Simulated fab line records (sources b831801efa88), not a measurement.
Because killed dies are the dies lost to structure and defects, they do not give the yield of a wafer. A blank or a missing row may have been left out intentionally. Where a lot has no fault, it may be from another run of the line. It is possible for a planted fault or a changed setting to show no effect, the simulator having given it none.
What tool caused it? ; flow gf180mcu ; 13 lots, 39 wafers sampled, at 3 steps of a route of 602

== WHAT THE GAUGES READ, wafer by wafer ==
GF_PASSIVATION_THK_MEAS_01. Usual: for PASSIVATION_CVD_00_THK the level is 1001 nm and the standard deviation is 14.
lot;measured;on;PASSIVATION_CVD_00_THK (nm);flag
L228;day 28 00:07;film_metro-04;1000 999 995;
L229;day 28 08:10;film_metro-03;978 993 1002;
L230;day 28 16:53;film_metro-03;984 992 996;
L232;day 29 04:10;film_metro-01;986 1011 1008;
L235;day 30 05:35;film_metro-01;1005 987 1009;
L236;day 30 15:14;film_metro-01;993 993 1001;
L237;day 31 02:05;film_metro-04;1003 1015 1001;
L239;day 31 10:21;film_metro-01;988 995 998;
L240;day 31 17:15;film_metro-01;1011 1024 1031;
L248;day 33 17:47;film_metro-03;982 994 1007;
L249;day 33 23:28;film_metro-01;957 976 983;
L250;day 34 01:23;film_metro-03;990 1017 1002;
L251;day 34 05:26;film_metro-03;1013 1016 1014;

== TOOL THAT RAN EACH LOT (tool first, then ch and the chambers of the sampled wafers, then the start) ==
lot;GF_V5_ETCH_17;GF_V5_CMP_26
L228;rie_diel-01 ch 0,1,3, day 27 02:32 or earlier;cmp-02 ch 0,2,3, day 27 02:32
L229;rie_diel-01 ch 0,1,3, day 27 11:04 or earlier;cmp-02 ch 2,3, day 27 11:04
L230;rie_diel-01 ch 0,1, day 27 19:49 or earlier;cmp-02 ch 2,3, day 27 19:49
L232;rie_diel-04 ch 1,3, day 28 08:14 or earlier;cmp-02 ch 1,2, day 28 08:14
L235;rie_diel-01 ch 0,1,3, day 29 10:11 or earlier;cmp-02 ch 0,3, day 29 10:11
L236;rie_diel-01 ch 1,3, day 29 19:30 or earlier;cmp-02 ch 0,1,3, day 29 19:30
L237;rie_diel-01 ch 1,3, day 30 06:43 or earlier;cmp-02 ch 1,3, day 30 06:43
L239;rie_diel-04 ch 1,2, day 30 15:30 or earlier;cmp-01 ch 1,2, day 30 15:30
L240;rie_diel-04 ch 1,2, day 30 22:29 or earlier;cmp-02 ch 1,2, day 30 22:29
L248;rie_diel-04 ch 0,1,2, day 33 00:35 or earlier;cmp-01 ch 0,2,3, day 33 00:35
L249;rie_diel-01 ch 0,2,3, day 33 06:41 or earlier;cmp-02 ch 0,1, day 33 06:41
L250;rie_diel-02 ch 0,1, day 33 09:07 or earlier;cmp-01 ch 1,3, day 33 09:07
L251;rie_diel-02 ch 0,1,2, day 33 12:32 or earlier;cmp-02 ch 1,2, day 33 12:32
- GF_V5_ETCH_17: etches SiO2 in C4F8/O2/Ar, stops on TiN, target depth 855 nm.
- GF_V5_CMP_26: polishes, stops on SiO2, t overpolish 15 s, target thk 0 nm.

== AS READ BY THE TOOLS THEMSELVES (means over the sampled wafers that have a number; for cases with no such wafer, the mark the record gives instead) ==
GF_V5_ETCH_17. Usual: 0.860 a.u. for oes_product_au, sd 0.0047.
lot;tool;oes_product_au (a.u.);flag
L228;rie_diel-01;0.861;
L229;rie_diel-01;0.860;
L230;rie_diel-01;0.866;
L232;rie_diel-04;0.862;
L235;rie_diel-01;0.861;
L236;rie_diel-01;0.859;
L237;rie_diel-01;0.861;
L239;rie_diel-04;0.858;
L240;rie_diel-04;0.866;
L248;rie_diel-04;0.861;
L249;rie_diel-01;0.859;
L250;rie_diel-02;0.865;
L251;rie_diel-02;0.860;

GF_V5_CMP_26. Usual: motor_current_A 11.0 A, standard deviation 1; overpolish_run_s 14.999 s, standard deviation 0.0092; time_to_endpoint_s 84.0 s, standard deviation 2.9.
lot;tool;motor_current_A (A);overpolish_run_s (s);time_to_endpoint_s (s);flag
L228;cmp-02;11.3;14.995;86.1;
L229;cmp-02;11.9;15.003;82.1;
L230;cmp-02;11.1;14.999;82.5;
L232;cmp-02;11.5;15.014;84.8;
L235;cmp-02;10.0;15.006;83.0;
L236;cmp-02;10.5;14.988;81.4;
L237;cmp-02;10.3;14.999;82.1;
L239;cmp-01;11.4;15.001;88.5;
L240;cmp-02;11.5;14.995;82.2;
L248;cmp-01;10.4;15.005;80.8;
L249;cmp-02;11.1;15.003;81.8;
L250;cmp-01;10.4;15.004;85.9;
L251;cmp-02;12.2;14.996;81.2;

== THE ANSWER, worked out from the rows above alone ==
Rule: a lot is off if the mean of its wafers that have a number lies more than 3 standard deviations from the usual mean. Also off: a lot with no number at a reading for which 4 or more lots have one. The other lots that the step has rows for count as sound. After the gauges, taken in route order, come the tools' own readings; for these a lot's mean is taken, as printed above. At the first step where some lot is off, the reading lying furthest off is the one used; lots without a number count as furthest.
None of the lots is off at any reading shown; this tells nothing.

== WHAT THE SIMULATOR PUT IN ==
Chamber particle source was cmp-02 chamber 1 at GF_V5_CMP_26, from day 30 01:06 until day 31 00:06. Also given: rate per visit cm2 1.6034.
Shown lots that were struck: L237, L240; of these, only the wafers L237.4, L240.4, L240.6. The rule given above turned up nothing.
